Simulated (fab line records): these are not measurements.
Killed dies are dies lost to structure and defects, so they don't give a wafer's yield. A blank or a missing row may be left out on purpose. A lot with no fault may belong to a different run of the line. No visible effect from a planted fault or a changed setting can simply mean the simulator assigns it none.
One fault seen from 2 desks | flow sfq_line | what lay behind the numbers comes last; until then each desk has only its own

## AT THE TOOL OWNER'S DESK: furnace-01
The tool's own readings at SFQ_TRILAYER_INCOMING_OXIDATION_002 (target thk 500 nm, ox time 4939 s): means of the sampled wafers that have a number, for each lot that ran on this tool. A lot is out of limits, marked OUT, if its mean lies more than 4 standard deviations from the usual mean; the brackets give that distance.
Columns: A = ox_temp_c at SFQ_TRILAYER_INCOMING_OXIDATION_002, usual 1000.0 C; B = zone_power_bottom_pct at SFQ_TRILAYER_INCOMING_OXIDATION_002, usual 39.4 %
lot  | first seen here | A      | B
L701 | day 2 21:07     | 1000.4 | 37.1
L709 | day 4 13:07     | 1000.6 | 36.9
L711 | day 4 23:07     | 999.9  | 36.6
Result from this desk: across the 3 lots, nothing is out of limits.

## FROM THE METROLOGY DESK
What the gauges read for every lot (on any tool): the sampled wafers with a number, averaged. A lot is out of limits, marked OUT, if its mean lies more than 4 standard deviations from the usual mean; the brackets give that distance.
Columns: A = INCOMING_BOW at SFQ_INCOMING_BOW_MEAS_900, usual -1 um
lot  | first seen here | A
L700 | day 2 16:01     | 1
L701 | day 2 21:00     | 1
L709 | day 4 13:00     | -7
L711 | day 4 23:02     | 3
L714 | day 5 14:04     | 6
L716 | day 6 00:01     | -1
Result from this desk: across the 6 lots, nothing is out of limits.

## PUT TOGETHER
The desk of the tool owner found nothing out of limits.
At the metrology desk, nothing out of limits was observed.

## WHAT THE SIMULATOR HAD PUT IN
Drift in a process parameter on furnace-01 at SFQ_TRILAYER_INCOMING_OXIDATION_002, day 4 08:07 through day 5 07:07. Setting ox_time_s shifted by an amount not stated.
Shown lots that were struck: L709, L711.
